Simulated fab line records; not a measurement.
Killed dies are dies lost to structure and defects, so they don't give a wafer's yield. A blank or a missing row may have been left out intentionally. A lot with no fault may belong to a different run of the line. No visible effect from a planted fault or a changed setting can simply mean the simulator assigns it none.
Commonality check across tools -- flow sky130 -- 11 lots and 33 wafers in the sample

## WHAT PROMPTED THE OPENING
At SKY_LI_CONTACT_RS_MEAS_22 the reading LI_CONTACT_W_RS is flagged on 2 of 11 lots. Wafers without a fault read 0.285 ohm/sq, standard deviation 0.0037.
Rule: a lot gets a flag if all its wafers with a number sit over 4 standard deviations from that mean, or if no wafer of it has a number. The other lots count as sound.

lot,measured,on,"LI_CONTACT_W_RS (ohm/sq), wafer by wafer",flag
L928,day 28 23:47,film metro-03,0.290 0.288 0.291,
L936,day 31 22:10,film metro-03,0.242 0.240 0.244,FLAGGED
L938,day 32 15:04,film metro-02,0.244 0.241 0.240,FLAGGED
L944,day 34 21:05,film metro-01,0.287 0.286 0.286,
L945,day 35 10:46,film metro-02,0.284 0.286 0.293,
L946,day 35 12:19,film metro-02,0.279 0.282 0.278,
L947,day 35 17:36,film metro-02,0.287 0.279 0.285,
L948,day 35 21:18,film metro-03,0.290 0.288 0.288,
L949,day 36 03:52,film metro-02,0.283 0.280 0.281,
L951,day 36 12:13,film metro-01,0.285 0.284 0.284,
L950,day 36 14:44,film metro-02,0.285 0.286 0.285,
Average over the flagged lots: 0.242 ohm/sq; offset from the usual -0.043 ohm/sq, equal to -12 standard deviations.

## WHICH TOOL RAN EACH LOT
The record holds 2 process steps before the reading, out of a route of 708 steps. In each cell: the tool, then ch and the chambers that the sampled wafers went through, then the start.
lot,flag,SKY_LI_CONTACT_ETCH_15,SKY_LI_CONTACT_CVD_21
L928,,"rie diel-04 ch 0,1,3, day 28 23:07","cvd w-01 ch 1, day 28 23:39"
L936,FLAGGED,"rie diel-04 ch 1,2,3, day 31 21:31","cvd w-02 ch 0,1, day 31 22:02"
L938,FLAGGED,"rie diel-03 ch 0,1,3, day 32 14:25","cvd w-02 ch 0,1, day 32 14:56"
L944,,"rie diel-01 ch 0,3, day 34 20:24","cvd w-01 ch 0,1, day 34 20:58"
L945,,"rie diel-01 ch 2,3, day 35 10:05","cvd w-02 ch 0,1, day 35 10:37"
L946,,"rie diel-04 ch 0,1,2, day 35 11:39","cvd w-02 ch 1, day 35 12:10"
L947,,"rie diel-03 ch 0,2,3, day 35 16:55","cvd w-02 ch 0,1, day 35 17:27"
L948,,"rie diel-03 ch 1,3, day 35 20:39","cvd w-01 ch 0,1, day 35 21:11"
L949,,"rie diel-04 ch 2,3, day 36 03:12","cvd w-02 ch 1, day 36 03:43"
L951,,"rie diel-04 ch 0,1,3, day 36 11:34","cvd w-02 ch 0,1, day 36 12:05"
L950,,"rie diel-04 ch 0,1, day 36 14:06","cvd w-01 ch 0,1, day 36 14:37"
What these steps do:
- SKY_LI_CONTACT_ETCH_15: etches PSG in C4F8/O2/Ar, stops on Si, target depth 600 nm.
- SKY_LI_CONTACT_CVD_21: deposits W, target thk 400 nm, time 120.56 s.
- SKY_LI_CONTACT_RS_MEAS_22: measures by four-point-probe.

## FLAGGED OVER TOTAL, TOOL BY TOOL (the gauges that took the reading come last)
step,tool,lots run,flagged,share of the flagged lots,sound lots run after its first flagged lot
SKY_LI_CONTACT_ETCH_15,rie diel-01,2,0,none,-
SKY_LI_CONTACT_ETCH_15,rie diel-03,3,1,some,"2 (L947,L948)"
SKY_LI_CONTACT_ETCH_15,rie diel-04,6,1,some,"4 (L946,L949,L951,L950)"
SKY_LI_CONTACT_CVD_21,cvd w-01,4,0,none,-
SKY_LI_CONTACT_CVD_21,cvd w-02,7,2,all,"5 (L945,L946,L947,L949,L951)"
SKY_LI_CONTACT_RS_MEAS_22,film metro-01,2,0,none,-
SKY_LI_CONTACT_RS_MEAS_22,film metro-02,6,1,some,"5 (L945,L946,L947,L949,L950)"
SKY_LI_CONTACT_RS_MEAS_22,film metro-03,3,1,some,1 (L948)

## WHAT THE TABLE ALLOWS
Rows of the table that ran each flagged lot: 1, that is cvd w-02 at SKY_LI_CONTACT_CVD_21.
- cvd w-02 at SKY_LI_CONTACT_CVD_21 ran 7 lots, 2 of them flagged. Sound lots ran on it after the first flagged one (L945, L946, L947, L949, L951), which a lasting fault on the whole tool wouldn't allow.
Not one row of the table ran every flagged lot while running no sound lot after the first.

## WHAT THE SIMULATOR HAD PUT IN
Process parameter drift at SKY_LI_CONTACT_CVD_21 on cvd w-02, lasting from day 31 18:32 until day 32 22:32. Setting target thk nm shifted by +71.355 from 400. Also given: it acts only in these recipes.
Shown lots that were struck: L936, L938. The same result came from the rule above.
